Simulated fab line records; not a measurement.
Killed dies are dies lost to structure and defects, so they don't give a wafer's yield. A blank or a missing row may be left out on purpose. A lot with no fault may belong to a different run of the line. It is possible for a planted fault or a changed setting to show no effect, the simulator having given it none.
2 desks looking at one fault	flow gf180mcu	every desk sees just its own numbers, and what lay behind them comes last

## AT THE METROLOGY DESK
Lot by lot, what the gauges showed, no matter which tool ran the lot: averages of those sampled wafers that carry a number. If a lot's mean is further than 4 standard deviations from the usual mean, the lot is out of limits and carries the mark OUT (the distance appears in the brackets).
Columns: A = STI_OXIDATION_01_THK at GF_STI_THK_MEAS_22, usual 15.10 nm; B = NWELL_TW at GF_NWELL_TW_MEAS_11, usual 1572; C = NWELL_RS at GF_VT_IMPLANT_RS_MEAS_47, usual 488.3 ohm/sq
lot	first seen here	A	B	C
L145	day 2 03:44	14.93	1562	487.9
L146	day 2 09:31	15.11	1552	488.5
L147	day 2 13:43	15.20	1587	488.5
L150	day 3 06:37	14.82	1472 (-5.9) OUT	562.8 (+62) OUT
L153	day 3 21:10	15.05	1446 (-7.4) OUT	562.9 (+62) OUT
L157	day 4 17:06	14.96	1561	489.7
L161	day 5 13:42	14.95	1548	489.0
L162	day 6 00:33	15.41	1590	486.4
L164	day 6 10:32	14.81	1592	487.9
L166	day 6 20:22	15.24	1587	487.4
L167	day 6 21:30	15.42	1583	487.1
L168	day 7 02:40	15.34	1551	488.2
This desk's result: L150, L153 out of limits, first on L150 (NWELL_TW at GF_NWELL_TW_MEAS_11), day 4 12:50. L145, L146, L147, L157, L161, L162, L164, L166, L167, L168: within limits.

## THE TOOL OWNER'S DESK: implanter-04
GF_NWELL_IMPLANT_08, tool's own readings: per-lot mean of the sampled wafers with a number, covering each lot this tool ran. If a lot's mean is further than 4 standard deviations from the usual mean, the lot is out of limits and carries the mark OUT (the distance appears in the brackets).
Columns: A = beam-energy-keV at GF_NWELL_IMPLANT_08, usual 450.00; B = beam-on-s at GF_NWELL_IMPLANT_08, usual 10.01 s; C = faraday-current-uA at GF_NWELL_IMPLANT_08, usual 84.5
lot	first seen here	A	B	C
L145	day 3 07:29	450.01	10.08	84.0
L150	day 4 12:29	450.12	7.69 (-11) OUT	109.7 (+14) OUT
L153	day 5 04:48	450.09	7.72 (-11) OUT	109.6 (+14) OUT
This desk's finding: out of limits on L150, L153; first on L150, day 4 12:29 (beam-on-s at GF_NWELL_IMPLANT_08). L145: within limits.

## ALL TOGETHER
At day 4 12:29, on L150, L153, the tool owner's desk was in a position to raise an alarm.
On L150, L153, the metrology desk was in a position to raise an alarm at day 4 12:50.
On implanter-04, each named lot ran GF_NWELL_IMPLANT_08.

## WHAT WAS PUT IN BY THE SIMULATOR
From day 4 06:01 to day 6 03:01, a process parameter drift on implanter-04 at GF_NWELL_IMPLANT_08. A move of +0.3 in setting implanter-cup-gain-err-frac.
Shown lots that were struck: L150, L153.
Counting hours from when the fault started, the first reading out of limits came at 6 for the tool owner's desk and at 7 for the metrology desk.
